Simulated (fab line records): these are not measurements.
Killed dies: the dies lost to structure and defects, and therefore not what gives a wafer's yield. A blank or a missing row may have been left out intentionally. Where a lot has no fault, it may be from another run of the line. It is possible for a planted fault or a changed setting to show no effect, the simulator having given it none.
fab line records	flow sky130
record: lots: 13	wafers: 39	lastDay: 50
route steps=708 shown PWDE@54 NWELL@67 METAL3@533 CAPM@550 VIA3@589
lots with no fault: from the same line, run without faults
startH: start of the lot's first displayed wafer, in hours after the record's first day	waitH: hours since the lot's step before	" identical to the entry in the row above	L1.1+2: one row covering several wafers at once	- value missing, or start not given	* or withheld: withheld	< > ~ a bound
route shown NAME@n: a module of which the file shows steps, and the number in the route of the first	usual: mean and standard deviation over wafers with no fault	same: alike in all rows	chamber/n: place in a boat	sites: the reading at each site	_std_site: how widely they spread, as a standard deviation	_edge_site: outer sites' mean less inner sites'	radiusMm: how far each site lies from the wafer's centre	mask NAME#n: copy n	behind: the last tool/chamber to shape the wafer	hold: why the lot went on hold/how many hours it stayed there/how the hold came to an end	device: names the non-switching transistor (n, p or np)	end of line: tests run on the same wafers once the route is complete	step lacking rows: just its recipe	killed: at the first sort, the dies lost to defects and structure; wafer yield is something else	map: dies across one wafer; x = killed, . = not, _ = none there
set.NAME: the setting as run; set.NAME@STEP: as run at that earlier step	model.NAME: the simulator's own value behind a step, which no gauge read
a sample of lots followed through the steps of the route, with each step as a table and each wafer as a row
services: the hour from which a tool's chamber was out of use, counted from the record's first day as startH (under 0 if before that day), plus the number of hours and why
== steps ==
step: SKY_PWDE_STRIP_09
recipe: chemistry: O2/N2	powerW: 1400	pressureMtorr: 1500	platenTempC: withheld	o2FlowSccm: 3000	n2FlowSccm: 300	overashFraction: 0.5
usual: drypumpMotorCurrentA: 5.5/0.37	oesProductAu: 0.723/0.0042	stripTimeToEndpointS: 37.01/0.095
same: overashFraction: 0.5
lot.wafer	tool	chamber	startH	waitH	drypumpMotorCurrentA	oesProductAu	rfHoursCounterH	stripTimeToEndpointS
L617.1	plasmaAsher-04	0	70.09	0.1	5.2	0.720	25	37.02
L617.4	"	1	"	"	5.1	0.726	-	37.03
L617.5	"	0	"	"	5.2	0.721	-	36.93
L618.3	plasmaAsher-02	1	74.46	0.1	6.0	0.725	-	37.04
L618.4	"	0	"	"	5.9	0.724	-	37.05
L618.5	"	1	"	"	6.0	0.712	-	37.12
L619.3	plasmaAsher-02	0	81.56	0.1	5.9	0.729	-	36.99
L619.4	"	1	"	"	6.0	0.720	-	37.15
L619.6	"	1	"	"	6.0	0.720	-	37.07
L620.1	plasmaAsher-02	0	85.69	0.1	6.0	0.966	42	-
L620.4	"	1	"	"	6.0	0.963	-	-
L620.6	"	0	"	"	6.0	0.964	-	-
L621.2	plasmaAsher-01	1	92.14	0.1	5.3	0.726	42	37.04
L621.4	"	0	"	"	5.2	0.721	-	37.16
L621.6	"	0	"	"	5.3	0.730	-	37.03
L630.2	plasmaAsher-04	0	145.28	0.1	5.2	0.727	32	37.04
L630.5	"	1	"	"	5.1	0.720	-	37.18
L630.6	"	0	"	"	5.2	0.719	-	37.13
L631.1	plasmaAsher-04	0	150.19	0.1	5.2	0.720	32	37.02
L631.3	"	0	"	"	5.2	0.719	-	36.98
L631.4	"	1	"	"	5.1	0.730	-	36.96
L633.1	plasmaAsher-02	1	158.73	0.1	5.9	0.727	50	36.97
L633.3	"	0	"	"	6.0	0.715	-	36.98
L633.4	"	1	"	"	6.0	0.718	-	36.98
L634.1	plasmaAsher-01	1	164.29	0.1	5.3	0.728	4	36.88
L634.2	"	0	"	"	5.3	0.728	4	37.02
L634.5	"	1	"	"	5.3	0.726	-	36.91
L635.1	plasmaAsher-02	0	172.57	0.1	6.0	0.719	51	36.97
L635.3	"	0	"	"	6.0	0.722	-	36.81
L635.5	"	0	"	"	6.0	0.727	-	36.96
L638.4	plasmaAsher-02	1	191.28	0.1	6.0	0.716	-	37.21
L638.5	"	1	"	"	6.0	0.717	-	37.18
L638.6	"	0	"	"	5.9	0.722	-	37.15
L639.2	plasmaAsher-02	1	196.62	0.1	6.0	0.722	53	36.97
L639.4	"	0	"	"	5.9	0.723	-	36.97
L639.6	"	0	"	"	6.0	0.720	-	36.96
L640.1	plasmaAsher-04	1	205.07	0.1	5.1	0.723	38	36.89
L640.4	"	1	"	"	5.1	0.722	-	36.85
L640.5	"	0	"	"	5.2	0.729	-	36.85
step: SKY_NWELL_STRIP_14
recipe: chemistry: O2/N2	powerW: 1400	pressureMtorr: 1500	platenTempC: withheld	o2FlowSccm: 3000	n2FlowSccm: 300	overashFraction: 0.5
usual: drypumpMotorCurrentA: 5.7/0.44	oesProductAu: 0.722/0.0043	stripTimeToEndpointS: 37.02/0.11
same: overashFraction: 0.5
lot.wafer	tool	chamber	startH	waitH	drypumpMotorCurrentA	oesProductAu	rfHoursCounterH	stripTimeToEndpointS
L617.1	plasmaAsher-02	1	87.13	0.1	6.0	0.716	42	36.92
L617.4	"	1	"	"	6.1	0.719	-	36.87
L617.5	"	0	"	"	6.0	0.720	-	37.03
L618.3	plasmaAsher-01	0	91.47	0.1	5.2	0.716	-	37.17
L618.4	"	1	"	"	5.4	0.721	-	37.13
L618.5	"	1	"	"	5.3	0.726	-	37.08
L619.3	plasmaAsher-01	1	99.37	0.1	5.4	0.716	-	36.98
L619.4	"	0	"	"	5.2	0.720	-	37.09
L619.6	"	0	"	"	5.2	0.730	-	37.01
L620.1	plasmaAsher-01	0	103.52	0.1	5.2	0.720	43	41.30
L620.4	"	0	"	"	5.2	0.721	-	41.24
L620.6	"	1	"	"	5.4	0.720	-	41.36
L621.2	plasmaAsher-03	1	110.42	0.1	5.9	0.724	43	37.14
L621.4	"	1	"	"	5.9	0.726	-	37.02
L621.6	"	1	"	"	5.9	0.726	-	36.97
L630.2	plasmaAsher-03	0	165.67	0.1	6.5	0.720	49	36.98
L630.5	"	0	"	"	6.5	0.729	-	36.98
L630.6	"	1	"	"	5.9	0.724	-	36.98
L631.1	plasmaAsher-01	1	170.49	0.1	5.3	0.726	5	37.00
L631.3	"	0	"	"	5.2	0.719	-	37.03
L631.4	"	1	"	"	5.3	0.716	-	36.97
L633.1	plasmaAsher-02	1	178.68	0.1	5.9	0.724	51	37.10
L633.3	"	0	"	"	5.9	0.721	-	37.04
L633.4	"	1	"	"	6.0	0.712	-	37.15
L634.1	plasmaAsher-02	0	185.18	0.1	6.0	0.725	52	36.92
L634.2	"	1	"	"	6.0	0.716	52	36.94
L634.5	"	1	"	"	6.0	0.723	-	36.93
L635.1	plasmaAsher-02	1	194.37	0.1	6.0	0.728	53	36.98
L635.3	"	0	"	"	5.9	0.719	-	36.95
L635.5	"	1	"	"	6.0	0.728	-	36.86
L638.4	plasmaAsher-01	0	213.75	0.1	5.2	0.723	-	37.14
L638.5	"	1	"	"	5.3	0.721	-	36.95
L638.6	"	0	"	"	5.2	0.723	-	37.01
L639.2	plasmaAsher-01	1	218.92	0.1	5.4	0.718	10	37.01
L639.4	"	0	"	"	5.2	0.726	-	37.05
L639.6	"	1	"	"	5.4	0.716	-	37.06
L640.1	plasmaAsher-01	0	227.94	0.1	5.2	0.729	11	36.79
L640.4	"	1	"	"	5.3	0.717	-	36.86
L640.5	"	0	"	"	5.2	0.715	-	36.93
step: SKY_METAL3_SPUTTER_01
recipe: material: TiN	targetThkNm: 20	powerW: 6500	timeS: 16.7	chamberPressurePa: 0.4
usual: throttleValvePct: 29.9/1.1
lot.wafer	tool	chamber	startH	waitH	throttleValvePct
L617.1	pvdSputter-01	-	849.53	0.0	31.6
L617.4	"	-	"	"	27.9
L617.5	"	-	"	"	27.5
L618.3	pvdSputter-03	-	851.88	0.0	29.4
L618.4	"	-	"	"	29.7
L618.5	"	-	"	"	29.8
L619.3	pvdSputter-03	-	867.04	0.0	29.4
L619.4	"	-	"	"	29.4
L619.6	"	-	"	"	29.4
L620.1	pvdSputter-01	-	871.72	0.0	27.8
L620.4	"	-	"	"	30.3
L620.6	"	-	"	"	31.5
L621.2	pvdSputter-04	-	881.29	0.0	30.5
L621.4	"	-	"	"	31.4
L621.6	"	-	"	"	28.5
L630.2	pvdSputter-04	-	955.17	0.0	31.2
L630.5	"	-	"	"	31.1
L630.6	"	-	"	"	28.4
L631.1	pvdSputter-03	-	961.51	0.0	29.5
L631.3	"	-	"	"	29.6
L631.4	"	-	"	"	29.8
L633.1	pvdSputter-04	-	966.76	0.0	30.6
L633.3	"	-	"	"	28.5
L633.4	"	-	"	"	30.9
L634.1	pvdSputter-04	-	975.73	0.0	30.5
L634.2	"	-	"	"	31.2
L634.5	"	-	"	"	30.5
L635.1	pvdSputter-03	-	985.58	0.0	29.9
L635.3	"	-	"	"	29.8
L635.5	"	-	"	"	29.6
L638.4	pvdSputter-01	-	1002.99	0.0	31.6
L638.5	"	-	"	"	31.5
L638.6	"	-	"	"	29.7
L639.2	pvdSputter-03	-	1009.75	0.0	29.7
L639.4	"	-	"	"	29.4
L639.6	"	-	"	"	29.8
L640.1	pvdSputter-01	-	1018.93	0.0	31.7
L640.4	"	-	"	"	30.4
L640.5	"	-	"	"	27.5
step: SKY_CAPM_METAL_ETCH_13
recipe: targetDepthNm: 220	stopOn: SiO2	chemistry: Cl2/BCl3	target: TiN	pressureMtorr: 10	icpW: 900	biasW: 48.5	Cl2_flow_sccm: 60	bcl3FlowSccm: 30	timeS: 62.9
usual: drypumpMotorCurrentA: 5.5/0.35	oesProductAu: 0.941/0.0069	throttleValvePct: 21.900/0.0091
lot.wafer	tool	chamber	startH	waitH	drypumpMotorCurrentA	oesProductAu	rfHoursCounterH	throttleValvePct
L617.1	rieMetal-04	0	875.69	0.0	5.9	0.943	19	21.911
L617.4	"	0	"	"	6.0	0.948	-	21.905
L617.5	"	0	"	"	6.0	0.939	-	21.899
L618.3	rieMetal-02	1	878.06	0.0	5.8	0.946	-	21.895
L618.4	"	0	"	"	5.2	0.940	-	21.896
L618.5	"	1	"	"	5.8	0.938	-	21.889
L619.3	rieMetal-02	0	893.30	0.0	5.2	0.939	-	21.909
L619.4	"	1	"	"	5.8	0.947	-	21.919
L619.6	"	0	"	"	5.2	0.927	-	21.915
L620.1	rieMetal-02	0	897.28	0.0	5.2	0.941	7	21.901
L620.4	"	0	"	"	5.2	0.943	-	21.896
L620.6	"	1	"	"	5.8	0.939	-	21.903
L621.2	rieMetal-04	1	907.15	0.0	5.2	0.939	-	21.893
L621.4	"	1	"	"	5.2	0.937	-	21.906
L621.6	"	1	"	"	5.1	0.938	-	21.913
L630.2	rieMetal-04	1	978.84	0.0	5.1	0.935	21	21.899
L630.5	"	1	"	"	5.2	0.946	-	21.918
L630.6	"	0	"	"	6.0	0.946	-	21.888
L631.1	rieMetal-02	1	985.12	0.0	5.7	0.951	2	21.892
L631.3	"	1	"	"	5.8	0.937	-	21.910
L631.4	"	0	"	"	5.2	0.939	-	21.899
L633.1	rieMetal-04	0	989.68	0.0	6.0	0.933	4	21.895
L633.3	"	0	"	"	6.0	0.935	-	21.901
L633.4	"	1	"	"	5.2	0.941	-	21.902
L634.1	rieMetal-04	0	999.58	0.0	6.0	0.944	5	21.896
L634.2	"	1	"	"	5.1	0.943	22	21.895
L634.5	"	1	"	"	5.2	0.944	-	21.900
L635.1	rieMetal-02	1	1009.07	0.0	5.8	0.938	3	21.909
L635.3	"	1	"	"	5.8	0.942	-	21.896
L635.5	"	1	"	"	5.8	0.943	-	21.912
L638.4	rieMetal-02	0	1026.06	0.0	5.2	0.933	-	21.903
L638.5	"	0	"	"	5.1	0.931	-	21.899
L638.6	"	1	"	"	5.8	0.939	-	21.906
L639.2	rieMetal-02	0	1032.82	0.0	5.2	0.941	14	21.912
L639.4	"	0	"	"	5.2	0.933	-	21.908
L639.6	"	0	"	"	5.2	0.933	-	21.912
L640.1	rieMetal-04	1	1042.04	0.0	5.2	0.941	0	21.898
L640.4	"	0	"	"	6.0	0.943	-	21.902
L640.5	"	0	"	"	6.0	0.933	-	21.895
step: SKY_VIA3_STRIP_16
recipe: chemistry: O2/N2	powerW: 1400	pressureMtorr: 1500	platenTempC: withheld	o2FlowSccm: 3000	n2FlowSccm: 300	overashFraction: 0.5
usual: drypumpMotorCurrentA: 5.9/0.43	oesProductAu: 0.402/0.005	stripTimeToEndpointS: 4.130/0.026
same: overashFraction: 0.5
lot.wafer	tool	chamber	startH	waitH	drypumpMotorCurrentA	oesProductAu	rfHoursCounterH	stripTimeToEndpointS
L617.1	plasmaAsher-03	0	928.84	0.0	6.5	0.404	19	4.120
L617.4	"	0	"	"	6.5	0.409	-	4.134
L617.5	"	1	"	"	5.9	0.401	-	4.114
L618.3	plasmaAsher-02	1	930.14	0.1	6.0	0.400	-	4.120
L618.4	"	0	"	"	5.9	0.398	-	4.091
L618.5	"	0	"	"	5.9	0.395	-	4.095
L619.3	plasmaAsher-03	0	947.47	0.1	6.5	0.404	-	4.118
L619.4	"	1	"	"	5.9	0.406	-	4.136
L619.6	"	0	"	"	6.5	0.394	-	4.108
L620.1	plasmaAsher-03	0	949.76	0.0	6.6	0.401	21	4.105
L620.4	"	1	"	"	5.9	0.411	-	4.103
L620.6	"	0	"	"	6.6	0.406	-	4.096
L621.2	plasmaAsher-03	1	958.29	0.0	5.9	0.397	22	4.138
L621.4	"	0	"	"	6.5	0.394	-	4.145
L621.6	"	0	"	"	6.5	0.411	-	4.149
L630.2	plasmaAsher-01	1	1028.14	0.0	5.3	0.402	87	4.163
L630.5	"	0	"	"	5.2	0.406	-	4.155
L630.6	"	1	"	"	5.4	0.402	-	4.170
L631.1	plasmaAsher-03	0	1034.57	0.0	6.5	0.402	29	4.141
L631.3	"	0	"	"	6.5	0.404	-	4.140
L631.4	"	1	"	"	5.9	0.401	-	4.139
L633.1	plasmaAsher-03	1	1037.94	0.0	5.9	0.396	29	4.178
L633.3	"	1	"	"	5.9	0.404	-	4.191
L633.4	"	0	"	"	6.5	0.403	-	4.152
L634.1	plasmaAsher-03	0	1048.51	0.0	6.5	0.398	30	4.145
L634.2	"	1	"	"	5.9	0.404	30	4.140
L634.5	"	1	"	"	5.9	0.403	-	4.143
L635.1	plasmaAsher-02	0	1057.04	0.0	6.0	0.413	63	4.198
L635.3	"	1	"	"	6.0	0.409	-	4.163
L635.5	"	1	"	"	6.0	0.418	-	4.156
L638.4	plasmaAsher-03	1	1072.65	0.1	5.9	0.402	-	4.111
L638.5	"	0	"	"	6.5	0.405	-	4.125
L638.6	"	1	"	"	5.9	0.402	-	4.109
L639.2	plasmaAsher-01	1	1079.14	0.0	5.3	0.405	92	4.150
L639.4	"	0	"	"	5.2	0.396	-	4.139
L639.6	"	1	"	"	5.4	0.399	-	4.142
L640.1	plasmaAsher-02	0	1087.14	0.0	6.0	0.399	66	4.139
L640.4	"	1	"	"	6.0	0.397	-	4.103
L640.5	"	1	"	"	6.0	0.393	-	4.126
== services ==
tool	chamber	startH	hours	kind
plasmaAsher-01	-	108.75	9.0	pm
plasmaAsher-03	-	191.77	4.0	repair
plasmaAsher-01	-	289.07	0.7	repair
plasmaAsher-03	-	343.24	7.3	repair
plasmaAsher-03	-	359.95	14.6	pm
plasmaAsher-01	-	369.56	6.1	repair
plasmaAsher-02	-	384.97	1.9	repair
plasmaAsher-02	-	421.25	9.0	pm
plasmaAsher-02	-	445.38	0.4	repair
plasmaAsher-01	-	449.89	7.3	repair
plasmaAsher-01	-	474.82	15.6	pm
plasmaAsher-01	-	501.06	3.5	repair
plasmaAsher-02	-	511.75	2.8	pm
plasmaAsher-03	-	523.86	3.9	repair
plasmaAsher-03	-	591.78	4.2	repair
plasmaAsher-03	-	733.75	9.0	pm
plasmaAsher-03	-	859.04	0.6	repair
plasmaAsher-02	-	863.32	0.7	repair
plasmaAsher-01	-	893.25	1.5	repair
plasmaAsher-02	-	895.49	0.8	repair
plasmaAsher-01	-	899.03	1.9	repair
plasmaAsher-01	-	906.18	2.8	pm
plasmaAsher-02	-	1000.25	0.6	repair
plasmaAsher-01	-	1071.03	2.4	repair
== key ==
firstSign: step: SKY_PWDE_STRIP_09	reading: oesProductAu	direction: up	sigmas: 58	usual: 0.723	struck: 0.964
effect: step: SKY_NWELL_STRIP_14	reading: stripTimeToEndpointS	direction: up	sigmas: 37	usual: *	struck: *
metAt SKY_PWDE_STRIP_09
struckLots L620
sortLeftOut L620.1,L620.4,L620.6
testerLeftOut L620
notActingAt SKY_METAL3_SPUTTER_01,SKY_CAPM_METAL_ETCH_13,SKY_VIA3_STRIP_16
onsetBetween 81.56 85.69
fault: kind: stripAborted	tool: plasmaAsher-02	chamber: -	onsetH: 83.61	steps: SKY_PWDE_STRIP_09	offset: 0.41055	endH: 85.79
testerLeftOut: of these lots the tester's yield and bins aren't shown, on N5 and GAA mostly nor the transistor test; their killed dies are dies lost to structure and defects alone, not to doping, threshold or leakage, so they don't give the yield
sortLeftOut: the simulated sort isn't trusted on such a fault, so these wafers' sort isn't shown, and their yield isn't known
